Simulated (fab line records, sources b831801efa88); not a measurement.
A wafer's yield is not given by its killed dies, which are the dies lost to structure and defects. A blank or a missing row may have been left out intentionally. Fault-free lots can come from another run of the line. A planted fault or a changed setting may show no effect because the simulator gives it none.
What tool caused it?	flow gf180mcu	24 lots with 72 wafers sampled at 6 steps, on a route of 602 steps

WHAT THE GAUGES SHOWED, per wafer
GF_PASSIVATION_THK_MEAS_01. Usual: PASSIVATION_CVD_00_THK 994 nm, standard deviation 12.
lot	measured	on	PASSIVATION_CVD_00_THK (nm)	flag
L074	day 27 21:48	film_metro-04	999 994 1018	
L075	day 28 02:16	film_metro-04	985 1003 983	
L076	day 28 13:02	film_metro-03	991 980 989	
L077	day 28 19:32	film_metro-04	990 973 1006	
L078	day 29 05:22	film_metro-02	973 988 990	
L079	day 29 11:26	film_metro-02	997 994 1007	
L080	day 29 23:29	film_metro-04	988 1016 991	
L081	day 30 09:32	film_metro-02	985 991 1003	
L082	day 30 15:20	film_metro-02	987 983 1005	
L083	day 30 22:41	film_metro-04	990 1002 1012	
L084	day 31 04:35	film_metro-04	992 1000 998	
L085	day 31 10:53	film_metro-04	994 1000 1008	
L086	day 31 18:19	film_metro-04	969 994 1004	
L087	day 32 01:37	film_metro-04	965 997 990	
L088	day 32 10:12	film_metro-03	993 1000 991	
L089	day 32 18:13	film_metro-02	985 1002 1016	
L090	day 32 23:27	film_metro-03	996 983 1003	
L091	day 33 03:31	film_metro-02	987 986 981	
L092	day 33 08:22	film_metro-03	1006 981 1016	
L093	day 33 13:22	film_metro-04	990 991 1001	
L094	day 33 14:36	film_metro-03	1012 1023 998	
L095	day 33 22:59	film_metro-02	969 991 1003	
L097	day 34 04:12	film_metro-02	996 980 1002	
L096	day 34 07:31	film_metro-04	981 1020 1003	

GF_PASSIVATION_THK_MEAS_03. Usual: PASSIVATION_CVD_02_THK 696 nm, standard deviation 8.8.
lot	measured	on	PASSIVATION_CVD_02_THK (nm)	flag
L074	day 27 22:09	film_metro-02	690 694 703	
L075	day 28 02:37	film_metro-04	685 699 707	
L076	day 28 13:23	film_metro-02	680 695 707	
L077	day 28 19:53	film_metro-03	683 678 691	
L078	day 29 05:43	film_metro-02	698 699 697	
L079	day 29 11:47	film_metro-04	689 691 702	
L080	day 29 23:50	film_metro-02	684 697 698	
L081	day 30 09:54	film_metro-02	705 692 703	
L082	day 30 15:41	film_metro-03	680 681 695	
L083	day 30 23:11	film_metro-04	682 703 690	
L084	day 31 05:05	film_metro-04	692 693 703	
L085	day 31 11:14	film_metro-04	699 706 705	
L086	day 31 18:40	film_metro-04	689 699 702	
L087	day 32 01:58	film_metro-04	704 713 698	
L088	day 32 10:34	film_metro-04	696 687 704	
L089	day 32 18:34	film_metro-04	688 705 699	
L090	day 32 23:48	film_metro-04	695 704 709	
L091	day 33 03:52	film_metro-02	708 708 706	
L092	day 33 08:43	film_metro-03	695 689 697	
L093	day 33 13:43	film_metro-02	692 705 694	
L094	day 33 14:57	film_metro-02	686 703 709	
L095	day 33 23:20	film_metro-04	702 696 707	
L097	day 34 04:33	film_metro-03	681 702 692	
L096	day 34 07:52	film_metro-04	691 688 696	

EACH LOT AND THE TOOL THAT RAN IT (in order: tool; ch and the chambers of the sampled wafers; start)
lot	GF_MIM_CVD_05	GF_V5_CVD_02	GF_TOP_METAL_SPUTTER_03	GF_PASSIVATION_CVD_02
L074	pecvd-04 ch 1,2, day 24 04:10	pecvd-01 ch 0,1,2, day 26 01:31	pvd_sputter-04, day 27 00:34	pecvd-03 ch 0,2, day 27 21:51
L075	pecvd-03 ch 0,1, day 24 10:58	pecvd-04 ch 1,2, day 26 07:09	pvd_sputter-04, day 27 05:58	pecvd-03 ch 0,2, day 28 02:19
L076	pecvd-03 ch 0,1, day 24 22:40	pecvd-04 ch 0,2, day 26 18:04	pvd_sputter-02, day 27 16:44	pecvd-03 ch 1,2, day 28 13:06
L077	pecvd-04 ch 1,2, day 25 05:17	pecvd-01 ch 0,1, day 27 00:38	pvd_sputter-03, day 27 22:53	pecvd-02 ch 0,1, day 28 19:36
L078	pecvd-03 ch 0,2, day 25 16:04	pecvd-02 ch 0,1, day 27 10:50	pvd_sputter-04, day 28 08:43	pecvd-01 ch 0,1, day 29 05:25
L079	pecvd-03 ch 0,1,2, day 25 22:44	pecvd-04 ch 0,2, day 27 16:55	pvd_sputter-04, day 28 15:37	pecvd-03 ch 0,2, day 29 11:30
L080	pecvd-02 ch 0,1,2, day 26 12:07	pecvd-02 ch 1,2, day 28 05:56	pvd_sputter-02, day 29 03:28	pecvd-01 ch 1,2, day 29 23:32
L081	pecvd-03 ch 0,1, day 27 01:01	pecvd-02 ch 0,1, day 28 18:02	pvd_sputter-02, day 29 14:04	pecvd-03 ch 0,1,2, day 30 09:35
L082	pecvd-03 ch 0,1,2, day 27 06:28	pecvd-01 ch 0,1,2, day 28 22:56	pvd_sputter-04, day 29 20:38	pecvd-01 ch 0,2, day 30 15:23
L083	pecvd-03 ch 0,1,2, day 27 14:58	pecvd-01 ch 0,2, day 29 06:31	pvd_sputter-04, day 30 03:43	pecvd-01 ch 0, day 30 22:44
L084	pecvd-02 ch 0,1,2, day 27 21:00	pecvd-01 ch 0,2, day 29 12:46	pvd_sputter-02, day 30 09:40	pecvd-01 ch 0,1, day 31 04:39
L085	pecvd-02 ch 0,2, day 28 05:25	pecvd-04 ch 0,2, day 29 20:10	pvd_sputter-03, day 30 16:07	pecvd-03 ch 0,1,2, day 31 10:56
L086	pecvd-04 ch 0,2, day 28 12:01	pecvd-02 ch 0,1, day 30 03:42	pvd_sputter-02, day 30 23:56	pecvd-02 ch 0,2, day 31 18:23
L087	pecvd-03 ch 0,1, day 28 20:55	pecvd-02 ch 0,2, day 30 11:52	pvd_sputter-02, day 31 07:26	pecvd-02 ch 1,2, day 32 01:41
L088	pecvd-04 ch 0,1, day 29 07:17	pecvd-02 ch 0,1, day 30 21:26	pvd_sputter-03, day 31 16:54	pecvd-02 ch 0,2, day 32 10:16
L089	pecvd-03 ch 0,1,2, day 29 15:25	pecvd-01 ch 0,1, day 31 05:34	pvd_sputter-03, day 32 01:11	pecvd-02 ch 0,2, day 32 18:15
L090	pecvd-04 ch 1,2, day 29 21:46	pecvd-01 ch 0,1, day 31 11:22	pvd_sputter-02, day 32 06:58	pecvd-03 ch 1,2, day 32 23:31
L091	pecvd-02 ch 1,2, day 30 01:01	pecvd-01 ch 0,1, day 31 13:58	pvd_sputter-03, day 32 10:15	pecvd-03 ch 0,1,2, day 33 03:34
L092	pecvd-03 ch 0,2, day 30 07:25	pecvd-02 ch 0,1,2, day 31 20:22	pvd_sputter-02, day 32 15:28	pecvd-02 ch 0,1, day 33 08:25
L093	pecvd-02 ch 1,2, day 30 14:07	pecvd-04 ch 0,2, day 32 02:08	pvd_sputter-03, day 32 20:58	pecvd-02 ch 0,2, day 33 13:24
L094	pecvd-03 ch 0,1,2, day 30 14:55	pecvd-01 ch 0,1,2, day 32 03:13	pvd_sputter-02, day 32 22:09	pecvd-03 ch 0,1,2, day 33 14:40
L095	pecvd-02 ch 0,2, day 30 23:37	pecvd-02 ch 0,1,2, day 32 11:11	pvd_sputter-03, day 33 06:10	pecvd-01 ch 0,2, day 33 23:02
L097	pecvd-04 ch 1,2, day 31 05:22	pecvd-01 ch 0,1, day 32 16:43	pvd_sputter-04, day 33 11:10	pecvd-02 ch 0,2, day 34 04:15
L096	pecvd-03 ch 0,1,2, day 31 10:02	pecvd-01 ch 1,2, day 32 21:34	pvd_sputter-03, day 33 15:18	pecvd-02 ch 0,1, day 34 07:33
- GF_MIM_CVD_05: deposits Si3N4, target thk 42 nm, time 29.086 s.
- GF_V5_CVD_02: deposits SiO2 from TEOS, target thk 1450 nm, time 163.28 s.
- GF_TOP_METAL_SPUTTER_03: material Ti, target thk 5 nm, time 3.3 s.
- GF_PASSIVATION_CVD_02: deposits Si3N4, target thk 700 nm, time 486.18 s.

WHAT THE TOOLS THEMSELVES READ (means of the sampled wafers that have a number; where no wafer has one, the mark that the record gives instead)
GF_MIM_CVD_05. Usual: heater_power_w 580 W, standard deviation 94; susceptor_temp_C 385.03 C, standard deviation 0.21.
lot	tool	heater_power_w (W)	susceptor_temp_C (C)	flag
L074	pecvd-04	673	384.73	
L075	pecvd-03	505	384.93	
L076	pecvd-03	569	385.02	
L077	pecvd-04	572	384.91	
L078	pecvd-03	530	385.12	
L079	pecvd-03	510	385.41	
L080	pecvd-02	624	385.03	
L081	pecvd-03	562	385.08	
L082	pecvd-03	489	384.88	
L083	pecvd-03	502	385.04	
L084	pecvd-02	638	384.98	
L085	pecvd-02	692	385.06	
L086	pecvd-04	653	385.13	
L087	pecvd-03	514	384.91	
L088	pecvd-04	566	385.08	
L089	pecvd-03	507	384.89	
L090	pecvd-04	707	384.95	
L091	pecvd-02	610	385.16	
L092	pecvd-03	553	384.98	
L093	pecvd-02	636	384.93	
L094	pecvd-03	502	384.89	
L095	pecvd-02	717	385.03	
L097	pecvd-04	735	384.93	
L096	pecvd-03	497	385.11	

GF_V5_CVD_02. Usual: heater_power_w 699 W, standard deviation 95; susceptor_temp_C 400.02 C, standard deviation 0.23.
lot	tool	heater_power_w (W)	susceptor_temp_C (C)	flag
L074	pecvd-01	723	400.15	
L075	pecvd-04	719	400.00	
L076	pecvd-04	727	400.11	
L077	pecvd-01	777	399.88	
L078	pecvd-02	702	399.97	
L079	pecvd-04	637	399.98	
L080	pecvd-02	663	400.05	
L081	pecvd-02	708	400.14	
L082	pecvd-01	733	400.07	
L083	pecvd-01	743	400.09	
L084	pecvd-01	723	400.08	
L085	pecvd-04	746	400.15	
L086	pecvd-02	631	400.03	
L087	pecvd-02	660	399.98	
L088	pecvd-02	688	399.97	
L089	pecvd-01	717	400.00	
L090	pecvd-01	748	399.98	
L091	pecvd-01	780	399.81	
L092	pecvd-02	677	400.06	
L093	pecvd-04	640	399.96	
L094	pecvd-01	776	400.26	
L095	pecvd-02	661	400.09	
L097	pecvd-01	789	399.81	
L096	pecvd-01	694	400.06	

GF_TOP_METAL_SPUTTER_03. Usual: cathode_dc_power_W 3000.0 W, standard deviation 0.64; throttle_valve_pct 29.9 %, standard deviation 1.2.
lot	tool	cathode_dc_power_W (W)	throttle_valve_pct (%)	flag
L074	pvd_sputter-04	3000.3	30.8	
L075	pvd_sputter-04	3000.2	30.3	
L076	pvd_sputter-02	2999.8	29.1	
L077	pvd_sputter-03	3000.5	29.5	
L078	pvd_sputter-04	2999.3	30.2	
L079	pvd_sputter-04	2999.6	30.5	
L080	pvd_sputter-02	3000.5	29.7	
L081	pvd_sputter-02	2999.9	29.1	
L082	pvd_sputter-04	3000.3	30.0	
L083	pvd_sputter-04	2999.9	31.0	
L084	pvd_sputter-02	3000.0	29.1	
L085	pvd_sputter-03	2999.9	29.6	
L086	pvd_sputter-02	3000.6	30.0	
L087	pvd_sputter-02	3000.2	29.8	
L088	pvd_sputter-03	3000.2	29.8	
L089	pvd_sputter-03	2999.8	28.3	
L090	pvd_sputter-02	2999.9	29.9	
L091	pvd_sputter-03	3000.6	29.1	
L092	pvd_sputter-02	3000.6	29.4	
L093	pvd_sputter-03	2999.6	28.4	
L094	pvd_sputter-02	2999.7	31.0	
L095	pvd_sputter-03	3000.2	30.4	
L097	pvd_sputter-04	3000.0	30.1	
L096	pvd_sputter-03	2999.7	30.0	

GF_PASSIVATION_CVD_02. Usual: heater_power_w 694 W, standard deviation 120; susceptor_temp_C 399.98 C, standard deviation 0.24.
lot	tool	heater_power_w (W)	susceptor_temp_C (C)	flag
L074	pecvd-03	625	400.02	
L075	pecvd-03	606	399.96	
L076	pecvd-03	570	399.88	
L077	pecvd-02	684	399.66	
L078	pecvd-01	855	399.84	
L079	pecvd-03	607	399.79	
L080	pecvd-01	848	400.13	
L081	pecvd-03	541	399.93	
L082	pecvd-01	854	399.78	
L083	pecvd-01	829	400.17	
L084	pecvd-01	883	399.98	
L085	pecvd-03	602	399.95	
L086	pecvd-02	796	400.10	
L087	pecvd-02	677	400.01	
L088	pecvd-02	736	400.07	
L089	pecvd-02	723	400.03	
L090	pecvd-03	570	400.10	
L091	pecvd-03	598	400.00	
L092	pecvd-02	747	400.16	
L093	pecvd-02	698	400.04	
L094	pecvd-03	573	399.82	
L095	pecvd-01	767	399.97	
L097	pecvd-02	783	399.85	
L096	pecvd-02	753	400.19	

THE ANSWER, worked out from the rows above alone
Rule: a lot is off if the mean of its wafers that have a number lies more than 3 standard deviations from the usual mean. A lot without any number at a reading at which 4 lots or more have one is off too. The other lots that the step has rows for count as sound. First the gauges in route order, then the tools' own readings, where a lot's mean is used as printed above. At the first step where some lot is off, the reading lying furthest off is the one used; lots without a number count as furthest.
No lot is off at any reading shown: from this, nothing can be told.

WHAT HAD BEEN PUT IN BY THE SIMULATOR
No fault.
